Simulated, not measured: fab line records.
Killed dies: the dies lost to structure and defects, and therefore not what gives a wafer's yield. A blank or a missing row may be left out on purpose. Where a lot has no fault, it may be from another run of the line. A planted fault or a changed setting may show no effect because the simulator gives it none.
fab line records	flow sky130
record: lots: 13	wafers: 39	last_day: 50
route steps=708 shown GATE_OXIDE@203 METAL5@666 PASSIVATION@681 PAD_OPEN@708
lots with no fault: from the same line, run without faults
start_h: hours from the record's first day to the start of the lot's first wafer shown	wait_h: time in hours since the lot's previous step	" unchanged from the row above	L1.1+2: a single row standing in for several wafers	- value missing, or start not given	* or withheld: withheld	< > ~ a bound
route shown NAME@n: names a module that has steps shown in the file, with the first one's number in the route	usual: the fault-free wafers' mean and standard deviation	same: alike in all rows	chamber/n: place in a boat	sites: per-site readings	_std_site: how widely they spread, as a standard deviation	_edge_site: mean of outer sites minus mean of inner sites	radius_mm: for every site, how far away it sits from the centre of the wafer	mask NAME#n: copy n	behind: tool/chamber where the wafer was last shaped	hold: reason for holding the lot/hours on hold/outcome of the hold	device: which transistor (n, p or np) failed to switch	end of line: tests run on the same wafers once the route is complete	for a step that has no rows: nothing shown but its recipe	killed: at the first sort, the dies lost to defects and structure; wafer yield is something else	map: shows each die of a wafer: x if killed, . if not, _ if none is there
set.NAME: setting as actually run; set.NAME@STEP: the setting as run at that earlier step	model.NAME: the simulator's own value behind a step, which no gauge read
the route's steps for a sample of lots (tables are steps, rows are wafers)
services: the hour from which a tool's chamber was out of use, counted from the record's first day as start_h (under 0 if before that day), plus the number of hours and why
== steps ==
step: SKY_GATE_OXIDE_OXIDATION_16
recipe: temp_c: 800	ambient: O2	idle_temp_c: 700	ramp_up_c_per_min: 10	ramp_down_c_per_min: 3	stabilise_s: 600	purge_s: 300	target_thk_a: 35.7	ox_time_s: 1915
usual: ramp_down_c_per_min: 3.0001/0.00057	spike_tc_centre_C: 799.8/0.98
same: stabilise_s: 600
lot.wafer	tool	chamber	start_h	wait_h	ramp_down_c_per_min	spike_tc_centre_C
L687.1	furnace-01	0	318.86	1.3	3.0000	800.8
L687.2	"	0	"	"	2.9988	802.0
L687.3	"	0	"	"	3.0004	799.0
L688.1	furnace-02	0	320.79	0.2	3.0000	798.0
L688.4	"	0	"	"	3.0004	800.1
L688.5	"	0	"	"	2.9999	799.0
L689.4	furnace-02	0	327.34	1.4	3.0004	800.4
L689.5	"	0	"	"	2.9995	799.2
L689.6	"	0	"	"	3.0003	798.8
L690.1	furnace-01	0	341.94	2.7	3.0000	799.1
L690.4	"	0	"	"	3.0002	798.8
L690.5	"	0	"	"	3.0005	800.3
L691.3	furnace-02	0	345.17	1.2	2.9993	800.4
L691.5	"	0	"	"	3.0003	799.8
L691.6	"	0	"	"	3.0003	798.5
L693.1	furnace-02	0	366.74	0.8	3.0000	799.8
L693.2	"	0	"	"	3.0009	801.8
L693.4	"	0	"	"	3.0003	800.0
L695.1	furnace-02	0	380.17	1.2	3.0008	798.5
L695.3	"	0	"	"	3.0005	798.1
L695.5	"	0	"	"	3.0018	800.8
L696.1	furnace-01	0	384.95	1.7	2.9999	798.2
L696.2	"	0	"	"	3.0010	799.9
L696.4	"	0	"	"	2.9992	799.1
L697.2	furnace-01	0	402.65	2.7	2.9999	801.1
L697.3	"	0	"	"	3.0007	798.1
L697.4	"	0	"	"	3.0003	799.9
L705.1	furnace-02	0	468.41	1.0	3.0001	800.6
L705.2	"	0	"	"	3.0003	798.3
L705.6	"	0	"	"	3.0005	798.5
L706.3	furnace-02	0	474.09	0.1	3.0008	799.3
L706.4	"	0	"	"	2.9995	800.0
L706.5	"	0	"	"	3.0003	798.7
L708.2	furnace-01	0	487.04	0.0	2.9995	799.5
L708.3	"	0	"	"	2.9999	799.7
L708.4	"	0	"	"	3.0001	799.3
L709.2	furnace-01	0	498.80	0.0	2.9999	800.7
L709.3	"	0	"	"	3.0011	801.3
L709.4	"	0	"	"	2.9996	799.4
step: SKY_METAL5_RS_MEAS_05
recipe: thk_meas_gauge: four-point-probe	reads: TiN_of_METAL5_SPUTTER_04+Ti_of_METAL5_SPUTTER_03+AlCu_of_METAL5_SPUTTER_02+TiN_of_METAL5_SPUTTER_01+Ti_of_METAL5_SPUTTER_00
usual: METAL5_ALCU_RS: 0.02705/0.0003
lot.wafer	tool	chamber	start_h	wait_h	METAL5_ALCU_RS[ohm/sq]
L687.1	film_metro-03	-	1013.81	0.0	0.02677
L687.2	"	-	"	"	0.02706
L687.3	"	-	"	"	0.02702
L688.1	film_metro-04	-	1018.60	0.0	0.0266
L688.4	"	-	"	"	0.02693
L688.5	"	-	"	"	0.02676
L689.4	film_metro-02	-	1022.33	0.1	0.02666
L689.5	"	-	"	"	0.02727
L689.6	"	-	"	"	0.0267
L690.1	film_metro-03	-	1035.23	0.0	0.02719
L690.4	"	-	"	"	0.02726
L690.5	"	-	"	"	0.02707
L691.3	film_metro-02	-	1036.90	0.1	0.02707
L691.5	"	-	"	"	0.02729
L691.6	"	-	"	"	0.02698
L693.1	film_metro-02	-	1053.67	0.0	0.0269
L693.2	"	-	"	"	0.02691
L693.4	"	-	"	"	0.02691
L695.1	film_metro-03	-	1062.47	0.0	0.02712
L695.3	"	-	"	"	0.02722
L695.5	"	-	"	"	0.02696
L696.1	film_metro-04	-	1065.88	0.0	0.02708
L696.2	"	-	"	"	0.02737
L696.4	"	-	"	"	0.02706
L697.2	film_metro-04	-	1081.43	0.0	0.0271
L697.3	"	-	"	"	0.02711
L697.4	"	-	"	"	0.02711
L705.1	film_metro-02	-	1123.90	0.0	0.02743
L705.2	"	-	"	"	0.02732
L705.6	"	-	"	"	0.02758
L706.3	film_metro-03	-	1131.50	0.1	0.0274
L706.4	"	-	"	"	0.02734
L706.5	"	-	"	"	0.02745
L708.2	film_metro-04	-	1137.11	0.0	0.02681
L708.3	"	-	"	"	0.02689
L708.4	"	-	"	"	0.02652
L709.2	film_metro-03	-	1142.72	0.0	0.02677
L709.3	"	-	"	"	0.02721
L709.4	"	-	"	"	0.027
step: SKY_PASSIVATION_CVD_00
recipe: material: SiO2	target_thk_nm: 90	temp_c: 400	time_s: withheld	rf_w: 600
usual: heater_power_w: 656/110
lot.wafer	tool	chamber	start_h	wait_h	heater_power_w
L687.1	pecvd-02	1	1037.00	0.0	692
L687.2	"	2	"	"	679
L687.3	"	0	"	"	480
L688.1	pecvd-02	2	1042.03	0.0	738
L688.4	"	1	"	"	674
L688.5	"	2	"	"	738
L689.4	pecvd-02	0	1044.89	0.0	508
L689.5	"	2	"	"	775
L689.6	"	1	"	"	649
L690.1	pecvd-02	1	1057.87	0.0	697
L690.4	"	0	"	"	589
L690.5	"	2	"	"	698
L691.3	pecvd-01	0	1060.05	0.0	880
L691.5	"	0	"	"	879
L691.6	"	1	"	"	558
L693.1	pecvd-04	0	1076.35	0.0	598
L693.2	"	2	"	"	655
L693.4	"	2	"	"	671
L695.1	pecvd-01	2	1084.96	0.0	658
L695.3	"	1	"	"	536
L695.5	"	0	"	"	942
L696.1	pecvd-04	1	1088.87	0.0	630
L696.2	"	0	"	"	616
L696.4	"	0	"	"	487
L697.2	pecvd-02	1	1102.06	0.0	594
L697.3	"	2	"	"	678
L697.4	"	2	"	"	706
L705.1	pecvd-02	2	1144.39	0.0	744
L705.2	"	1	"	"	610
L705.6	"	2	"	"	736
L706.3	pecvd-01	0	1151.27	0.0	938
L706.4	"	1	"	"	542
L706.5	"	0	"	"	949
L708.2	pecvd-01	0	1155.81	0.0	890
L708.3	"	2	"	"	689
L708.4	"	2	"	"	701
L709.2	pecvd-01	2	1161.77	0.0	777
L709.3	"	0	"	"	794
L709.4	"	2	"	"	771
step: SKY_PASSIVATION_CVD_02
recipe: material: Si3N4	target_thk_nm: 540	temp_c: 400	time_s: withheld	rf_w: 450
usual: heater_power_w: 737/110
lot.wafer	tool	chamber	start_h	wait_h	heater_power_w
L687.1	pecvd-01	1	1037.08	0.1	655
L687.2	"	2	"	"	836
L687.3	"	1	"	"	662
L688.1	pecvd-01	2	1042.11	0.1	864
L688.4	"	1	"	"	669
L688.5	"	0	"	"	928
L689.4	pecvd-01	0	1045.08	0.1	884
L689.5	"	2	"	"	719
L689.6	"	1	"	"	546
L690.1	pecvd-01	1	1057.96	0.1	679
L690.4	"	1	"	"	542
L690.5	"	2	"	"	788
L691.3	pecvd-02	0	1060.13	0.0	649
L691.5	"	2	"	"	810
L691.6	"	0	"	"	518
L693.1	pecvd-02	2	1076.43	0.1	752
L693.2	"	0	"	"	606
L693.4	"	0	"	"	613
L695.1	pecvd-02	0	1085.04	0.1	603
L695.3	"	1	"	"	723
L695.5	"	2	"	"	703
L696.1	pecvd-01	0	1088.95	0.1	862
L696.2	"	2	"	"	808
L696.4	"	1	"	"	670
L697.2	pecvd-01	2	1102.14	0.0	740
L697.3	"	1	"	"	677
L697.4	"	1	"	"	552
L705.1	pecvd-01	0	1144.48	0.1	946
L705.2	"	1	"	"	555
L705.6	"	1	"	"	607
L706.3	pecvd-02	0	1151.47	0.1	582
L706.4	"	1	"	"	776
L706.5	"	0	"	"	612
L708.2	pecvd-04	2	1155.90	0.0	793
L708.3	"	0	"	"	608
L708.4	"	0	"	"	636
L709.2	pecvd-04	0	1161.85	0.0	638
L709.3	"	2	"	"	801
L709.4	"	2	"	"	801
step: SKY_PAD_OPEN_PROBE_99
usual: killed_at_M0_to_M3: 41/6.2	killed_at_M4_up: 3.0/1.7	killed_at_contacts: 25/5.8	killed_at_front_end: 16/4.5	killed_at_other: 0.2/0.42	killed_dies: 85/8.4	killed_on_rim: 17/4.1	killed_open: 46/5.9	killed_short: 39/6.3
same: gross_dies: 492	killed_at_back_side: 0
lot.wafer	tool	chamber	start_h	wait_h	hold	killed_at_M0_to_M3	killed_at_M4_up	killed_at_contacts	killed_at_front_end	killed_at_other	killed_dies	killed_on_rim	killed_open	killed_short
L687.1	prober-02	-	1083.19	0.1	-	49	5	10	14	0	78	12	43	35
L687.2	prober-02	-	1083.24	0.1	-	38	2	31	30	0	101	17	63	38
L687.3	prober-02	-	1083.29	0.2	-	35	2	19	19	0	75	11	43	32
L688.1	prober-01	-	1088.66	0.1	-	39	4	24	12	1	80	16	55	25
L688.4	prober-01	-	1088.81	0.2	-	36	5	28	7	0	76	18	35	41
L688.5	prober-01	-	1088.86	0.2	-	28	6	26	13	0	73	12	35	38
L689.4	prober-02	-	1090.72	0.2	-	43	4	30	19	0	96	21	55	41
L689.5	prober-02	-	1090.77	0.2	-	32	4	32	19	1	88	24	46	42
L689.6	prober-02	-	1090.82	0.2	-	51	2	24	13	0	90	18	53	37
L690.1	prober-01	-	1102.48	0.1	-	35	7	40	7	1	90	23	54	36
L690.4	prober-01	-	1102.63	0.2	-	36	1	24	13	0	74	12	42	32
L690.5	prober-01	-	1102.68	0.2	-	37	4	35	13	0	89	15	56	33
L691.3	prober-02	-	1104.37	0.2	-	30	0	14	17	0	61	11	37	24
L691.5	prober-02	-	1104.47	0.2	-	43	7	29	9	0	88	13	56	32
L691.6	prober-02	-	1104.52	0.2	-	36	2	26	20	0	84	22	40	44
L693.1	prober-02	-	1120.05	0.1	-	38	4	15	13	0	70	12	35	35
L693.2	prober-02	-	1120.10	0.1	-	40	4	25	16	0	85	16	41	44
L693.4	prober-02	-	1120.20	0.2	-	32	4	19	10	0	65	15	35	30
L695.1	prober-02	-	1127.87	0.1	-	34	2	19	13	1	69	13	39	30
L695.3	prober-02	-	1127.97	0.2	-	44	1	20	17	1	83	18	48	35
L695.5	prober-02	-	1128.07	0.2	-	43	2	20	7	0	72	14	41	31
L696.1	prober-01	-	1131.65	0.1	-	45	2	25	9	0	81	12	49	31
L696.2	prober-01	-	1131.70	0.1	-	41	2	28	18	1	90	20	51	38
L696.4	prober-01	-	1131.80	0.2	-	51	3	24	16	0	94	18	45	46
L697.2	prober-02	-	1142.82	0.1	-	52	0	23	30	0	105	17	54	51
L697.3	prober-02	-	1142.87	0.2	-	50	3	24	12	0	89	18	45	43
L697.4	prober-02	-	1142.92	0.2	-	41	3	19	19	0	82	13	37	44
L705.1	prober-02	-	1181.61	0.1	await_dispo/4.1h/scrap	49	2	22	17	0	90	14	44	46
L705.2	prober-02	-	1181.66	0.1	await_dispo/4.1h/scrap	36	3	21	21	0	81	19	40	41
L705.6	prober-02	-	1181.86	0.2	await_dispo/4.1h/scrap	33	3	18	24	0	78	16	42	36
L706.3	prober-02	-	1187.42	0.2	await_dispo/6.2h/scrap	41	3	32	21	0	97	29	55	42
L706.4	prober-02	-	1187.47	0.2	await_dispo/6.2h/scrap	48	3	15	18	0	84	22	48	36
L706.5	prober-02	-	1187.52	0.2	await_dispo/6.2h/scrap	40	3	23	16	0	82	21	49	33
L708.2	prober-01	-	1191.62	0.1	-	43	5	24	25	0	97	13	45	52
L708.3	prober-01	-	1191.67	0.2	-	27	1	27	30	1	86	13	55	30
L708.4	prober-01	-	1191.72	0.2	-	30	1	26	17	1	75	11	37	37
L709.2	prober-02	-	1197.39	0.1	-	49	2	15	15	0	81	20	50	30
L709.3	prober-02	-	1197.44	0.2	-	36	2	24	17	0	79	17	46	33
L709.4	prober-02	-	1197.49	0.2	-	36	0	26	12	0	74	12	45	28
killed by level:class
L687.1 VIA1:geometric_particle:open=14 VIA2:geometric_particle:open=7 VIA1:geometric_particle:short=6 METAL2:geometric_particle:short=6 FIELD_ISO:geometric_particle:open=5 VIA3:geometric_particle:open=5 FIELD_ISO:geometric_particle:short=4 METAL1:geometric_particle:short=4
L687.2 CONTACT:geometric_particle:open=13 VIA1:geometric_particle:open=12 LI_CONTACT:geometric_particle:open=8 FIELD_ISO:geometric_particle:open=7 POLY_GATE:geometric_particle:short=7 VIA2:geometric_particle:open=6 POLY_GATE:geometric_particle:open=5 LOCAL_INTERCONNECT:geometric_particle:short=5
L687.3 VIA3:geometric_particle:open=8 CONTACT:geometric_particle:open=7 POLY_GATE:geometric_particle:open=7 METAL2:geometric_particle:short=7 LOCAL_INTERCONNECT:geometric_particle:short=5 VIA2:geometric_particle:open=5 FIELD_ISO:geometric_particle:open=4 FIELD_ISO:geometric_particle:short=4
L688.1 VIA1:geometric_particle:open=16 CONTACT:geometric_particle:open=11 VIA2:geometric_particle:open=5 FIELD_ISO:geometric_particle:open=3 POLY_GATE:geometric_particle:open=3 LI_CONTACT:geometric_particle:open=3 LOCAL_INTERCONNECT:geometric_particle:short=3 LOCAL_INTERCONNECT:geometric_particle:open=3
L688.4 CONTACT:geometric_particle:open=11 VIA2:geometric_particle:open=9 CONTACT:geometric_particle:short=8 VIA1:geometric_particle:open=7 METAL2:geometric_particle:short=6 VIA2:geometric_particle:short=5 LOCAL_INTERCONNECT:geometric_particle:short=4 LI_CONTACT:geometric_particle:short=3
L688.5 CONTACT:geometric_particle:open=11 CONTACT:geometric_particle:short=5 LI_CONTACT:geometric_particle:open=4 LOCAL_INTERCONNECT:geometric_particle:short=4 VIA1:geometric_particle:short=4 VIA3:geometric_particle:short=4 VIA1:geometric_particle:open=4 FIELD_ISO:geometric_particle:short=3
L689.4 LI_CONTACT:geometric_particle:open=11 VIA3:geometric_particle:open=7 VIA1:geometric_particle:open=7 CONTACT:geometric_particle:short=6 VIA2:geometric_particle:open=6 CONTACT:geometric_particle:open=6 VIA1:geometric_particle:short=5 METAL2:geometric_particle:short=5
L689.5 LI_CONTACT:geometric_particle:open=10 CONTACT:geometric_particle:short=9 CONTACT:geometric_particle:open=8 VIA1:geometric_particle:open=7 VIA1:geometric_particle:short=7 FIELD_ISO:geometric_particle:short=5 POLY_GATE:geometric_particle:short=5 VIA2:geometric_particle:open=4
L689.6 VIA1:geometric_particle:open=15 CONTACT:geometric_particle:open=11 VIA2:geometric_particle:open=10 VIA3:geometric_particle:short=7 METAL1:geometric_particle:short=6 FIELD_ISO:geometric_particle:open=4 LI_CONTACT:geometric_particle:open=4 LOCAL_INTERCONNECT:geometric_particle:short=4
L690.1 CONTACT:geometric_particle:open=13 LI_CONTACT:geometric_particle:open=10 VIA1:geometric_particle:open=10 VIA2:geometric_particle:open=9 CONTACT:geometric_particle:short=7 LOCAL_INTERCONNECT:geometric_particle:short=6 FIELD_ISO:geometric_particle:short=4 METAL4:geometric_particle:short=4
L690.4 VIA1:geometric_particle:open=9 CONTACT:geometric_particle:open=8 LI_CONTACT:geometric_particle:open=6 METAL1:geometric_particle:short=6 LOCAL_INTERCONNECT:geometric_particle:short=5 VIA3:geometric_particle:open=5 METAL3:geometric_particle:short=4 POLY_GATE:geometric_particle:open=3
L690.5 CONTACT:geometric_particle:open=12 LI_CONTACT:geometric_particle:open=10 VIA3:geometric_particle:open=10 CONTACT:geometric_particle:short=7 METAL1:geometric_particle:short=6 FIELD_ISO:geometric_particle:open=5 VIA1:geometric_particle:open=5 VIA3:geometric_particle:short=4
L691.3 FIELD_ISO:geometric_particle:open=8 VIA3:geometric_particle:open=6 VIA2:geometric_particle:open=6 CONTACT:geometric_particle:open=5 VIA1:geometric_particle:short=5 FIELD_ISO:geometric_particle:short=4 LI_CONTACT:geometric_particle:open=3 LOCAL_INTERCONNECT:geometric_particle:short=3
L691.5 CONTACT:geometric_particle:open=13 VIA1:geometric_particle:open=11 VIA2:geometric_particle:open=9 CONTACT:geometric_particle:short=9 VIA3:geometric_particle:open=4 VIA1:geometric_particle:short=4 LI_CONTACT:geometric_particle:open=3 METAL2:geometric_particle:short=3
L691.6 CONTACT:geometric_particle:short=11 VIA3:geometric_particle:open=8 CONTACT:geometric_particle:open=7 FIELD_ISO:geometric_particle:open=6 FIELD_ISO:geometric_particle:short=6 METAL2:geometric_particle:short=5 VIA2:geometric_particle:open=5 VIA1:geometric_particle:short=4
L693.1 VIA1:geometric_particle:open=10 VIA2:geometric_particle:open=7 METAL1:geometric_particle:short=5 VIA3:geometric_particle:open=5 FIELD_ISO:geometric_particle:short=4 POLY_GATE:geometric_particle:short=4 LI_CONTACT:geometric_particle:short=4 CONTACT:geometric_particle:open=4
L693.2 CONTACT:geometric_particle:open=10 VIA1:geometric_particle:open=10 VIA3:geometric_particle:open=8 METAL1:geometric_particle:short=7 METAL2:geometric_particle:short=6 LI_CONTACT:geometric_particle:short=5 LOCAL_INTERCONNECT:geometric_particle:short=5 FIELD_ISO:geometric_particle:short=4
L693.4 CONTACT:geometric_particle:open=9 VIA2:geometric_particle:open=6 VIA1:geometric_particle:short=6 VIA3:geometric_particle:open=6 FIELD_ISO:geometric_particle:open=5 METAL1:geometric_particle:short=4 VIA3:geometric_particle:short=4 METAL4:geometric_particle:short=4
L695.1 CONTACT:geometric_particle:open=7 VIA2:geometric_particle:open=6 LI_CONTACT:geometric_particle:open=5 VIA3:geometric_particle:open=5 METAL1:geometric_particle:short=4 POLY_GATE:geometric_particle:open=4 POLY_GATE:geometric_particle:short=4 VIA1:geometric_particle:open=4
L695.3 VIA1:geometric_particle:open=11 VIA2:geometric_particle:open=10 VIA3:geometric_particle:open=7 LOCAL_INTERCONNECT:geometric_particle:short=6 METAL2:geometric_particle:short=5 FIELD_ISO:geometric_particle:short=4 FIELD_ISO:geometric_particle:open=4 LI_CONTACT:geometric_particle:open=4
L695.5 VIA1:geometric_particle:open=13 CONTACT:geometric_particle:open=8 VIA1:geometric_particle:short=7 METAL1:geometric_particle:short=5 VIA3:geometric_particle:open=5 LI_CONTACT:geometric_particle:open=4 LOCAL_INTERCONNECT:geometric_particle:short=4 FIELD_ISO:geometric_particle:open=3
L696.1 CONTACT:geometric_particle:open=17 VIA1:geometric_particle:open=8 VIA3:geometric_particle:open=7 METAL3:geometric_particle:short=6 METAL1:geometric_particle:short=6 VIA2:geometric_particle:open=6 POLY_GATE:geometric_particle:open=5 LOCAL_INTERCONNECT:geometric_particle:short=4
L696.2 CONTACT:geometric_particle:open=14 VIA1:geometric_particle:open=9 METAL1:geometric_particle:short=7 VIA3:geometric_particle:open=7 POLY_GATE:geometric_particle:open=5 METAL2:geometric_particle:short=5 POLY_GATE:geometric_particle:short=4 FIELD_ISO:geometric_particle:short=3
L696.4 METAL1:geometric_particle:short=13 CONTACT:geometric_particle:open=10 VIA1:geometric_particle:open=7 METAL2:geometric_particle:short=7 VIA3:geometric_particle:open=7 LOCAL_INTERCONNECT:geometric_particle:short=5 VIA2:geometric_particle:open=5 FIELD_ISO:geometric_particle:short=4
L697.2 METAL1:geometric_particle:short=10 VIA1:geometric_particle:open=9 VIA2:geometric_particle:open=9 FIELD_ISO:geometric_particle:short=7 POLY_GATE:geometric_particle:short=7 POLY_GATE:geometric_particle:open=6 CONTACT:geometric_particle:open=6 VIA3:geometric_particle:open=6
L697.3 VIA1:geometric_particle:open=16 CONTACT:geometric_particle:open=8 POLY_GATE:geometric_particle:open=6 VIA1:geometric_particle:short=6 LOCAL_INTERCONNECT:geometric_particle:short=5 METAL2:geometric_particle:short=5 CONTACT:geometric_particle:short=4 METAL1:geometric_particle:short=4
L697.4 VIA1:geometric_particle:open=9 VIA1:geometric_particle:short=8 VIA3:geometric_particle:open=6 FIELD_ISO:geometric_particle:open=5 CONTACT:geometric_particle:short=5 CONTACT:geometric_particle:open=5 METAL2:geometric_particle:short=5 FIELD_ISO:geometric_particle:short=4
L705.1 CONTACT:geometric_particle:open=12 VIA1:geometric_particle:open=10 METAL3:geometric_particle:short=8 METAL1:geometric_particle:short=7 METAL2:geometric_particle:short=6 FIELD_ISO:geometric_particle:open=5 POLY_GATE:geometric_particle:short=5 LI_CONTACT:geometric_particle:open=4
L705.2 VIA1:geometric_particle:open=8 CONTACT:geometric_particle:open=8 METAL1:geometric_particle:short=7 FIELD_ISO:geometric_particle:short=6 POLY_GATE:geometric_particle:short=5 VIA2:geometric_particle:open=5 LI_CONTACT:geometric_particle:open=4 LOCAL_INTERCONNECT:geometric_particle:short=4
L705.6 METAL2:geometric_particle:short=8 VIA1:geometric_particle:open=7 FIELD_ISO:geometric_particle:open=6 POLY_GATE:geometric_particle:open=6 CONTACT:geometric_particle:short=6 FIELD_ISO:geometric_particle:short=5 VIA3:geometric_particle:open=5 CONTACT:geometric_particle:open=5
L706.3 CONTACT:geometric_particle:open=13 LI_CONTACT:geometric_particle:open=10 VIA1:geometric_particle:open=10 POLY_GATE:geometric_particle:open=7 VIA1:geometric_particle:short=7 METAL2:geometric_particle:short=6 FIELD_ISO:geometric_particle:short=5 VIA2:geometric_particle:open=5
L706.4 VIA3:geometric_particle:open=13 VIA1:geometric_particle:open=11 POLY_GATE:geometric_particle:open=7 CONTACT:geometric_particle:open=6 METAL2:geometric_particle:short=5 VIA1:geometric_particle:short=4 CONTACT:geometric_particle:short=4 METAL3:geometric_particle:short=4
L706.5 VIA1:geometric_particle:open=12 CONTACT:geometric_particle:open=9 FIELD_ISO:geometric_particle:short=7 LI_CONTACT:geometric_particle:open=6 VIA2:geometric_particle:open=6 VIA3:geometric_particle:open=6 FIELD_ISO:geometric_particle:open=4 CONTACT:geometric_particle:short=4
L708.2 LOCAL_INTERCONNECT:geometric_particle:short=10 METAL1:geometric_particle:short=8 VIA1:geometric_particle:open=8 METAL2:geometric_particle:short=8 POLY_GATE:geometric_particle:open=6 CONTACT:geometric_particle:open=6 FIELD_ISO:geometric_particle:short=5 FIELD_ISO:geometric_particle:open=5
L708.3 CONTACT:geometric_particle:open=11 FIELD_ISO:geometric_particle:open=9 POLY_GATE:geometric_particle:open=8 VIA2:geometric_particle:open=6 LI_CONTACT:geometric_particle:open=6 VIA1:geometric_particle:open=6 FIELD_ISO:geometric_particle:short=5 CONTACT:geometric_particle:short=5
L708.4 CONTACT:geometric_particle:open=9 CONTACT:geometric_particle:short=7 VIA3:geometric_particle:open=6 VIA1:geometric_particle:short=5 FIELD_ISO:geometric_particle:short=4 FIELD_ISO:geometric_particle:open=4 POLY_GATE:geometric_particle:short=4 LI_CONTACT:geometric_particle:open=4
L709.2 VIA1:geometric_particle:open=10 VIA3:geometric_particle:open=9 FIELD_ISO:geometric_particle:open=6 CONTACT:geometric_particle:open=6 LI_CONTACT:geometric_particle:open=5 VIA1:geometric_particle:short=5 VIA2:geometric_particle:open=5 FIELD_ISO:geometric_particle:short=4
L709.3 LI_CONTACT:geometric_particle:open=11 VIA1:geometric_particle:open=7 METAL1:geometric_particle:short=6 CONTACT:geometric_particle:open=5 VIA2:geometric_particle:open=5 CONTACT:geometric_particle:short=4 METAL2:geometric_particle:short=4 VIA3:geometric_particle:open=4
L709.4 CONTACT:geometric_particle:open=10 VIA3:geometric_particle:open=10 LI_CONTACT:geometric_particle:open=7 LOCAL_INTERCONNECT:geometric_particle:short=4 CONTACT:geometric_particle:short=4 METAL2:geometric_particle:short=4 VIA1:geometric_particle:open=4 FIELD_ISO:geometric_particle:short=3
== services ==
tool	chamber	start_h	hours	kind
pecvd-01	1	319.12	6.2	repair
pecvd-01	0	340.45	4.2	repair
pecvd-02	-	349.71	0.4	repair
pecvd-01	-	373.32	0.9	repair
pecvd-02	-	383.93	2.2	repair
pecvd-01	-	386.96	0.2	repair
pecvd-02	-	397.50	4.3	pm
pecvd-01	-	436.97	1.6	repair
pecvd-02	-	459.29	6.0	pm
pecvd-02	2	499.79	12.0	repair
pecvd-01	0	517.39	3.1	repair
pecvd-02	2	571.12	14.4	repair
pecvd-01	-	589.39	1.2	repair
pecvd-01	0	589.69	26.4	repair
pecvd-01	2	612.88	23.0	repair
pecvd-02	1	659.80	4.7	repair
pecvd-01	-	695.32	0.5	repair
pecvd-01	-	701.88	0.7	repair
pecvd-01	-	723.29	2.8	pm
pecvd-02	-	761.61	1.2	repair
pecvd-02	-	834.34	69.6	repair
pecvd-02	-	834.85	0.4	repair
pecvd-02	0	961.67	6.5	repair
pecvd-01	0	1032.57	6.5	repair
== key ==
first_sign: step: SKY_PAD_OPEN_PROBE_99	reading: hold	direction: added
effect none on later readings
met_at SKY_GATE_OXIDE_OXIDATION_16
struck_lots L705,L706
tester_left_out L705,L706
not_acting_at SKY_METAL5_RS_MEAS_05,SKY_PASSIVATION_CVD_00,SKY_PASSIVATION_CVD_02
onset_between 380.17 468.41
fault: kind: process_parameter_drift	tool: furnace-02	chamber: -	onset_h: 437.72	steps: SKY_GATE_OXIDE_OXIDATION_16	channel: ox_time_s	offset: *	shape: step	end_h: 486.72	acts_in: *	stated: *
tester_left_out: of these lots the tester's yield and bins aren't shown, on N5 and GAA mostly nor the transistor test; their killed dies are dies lost to structure and defects alone, not to doping, threshold or leakage, so they don't give the yield
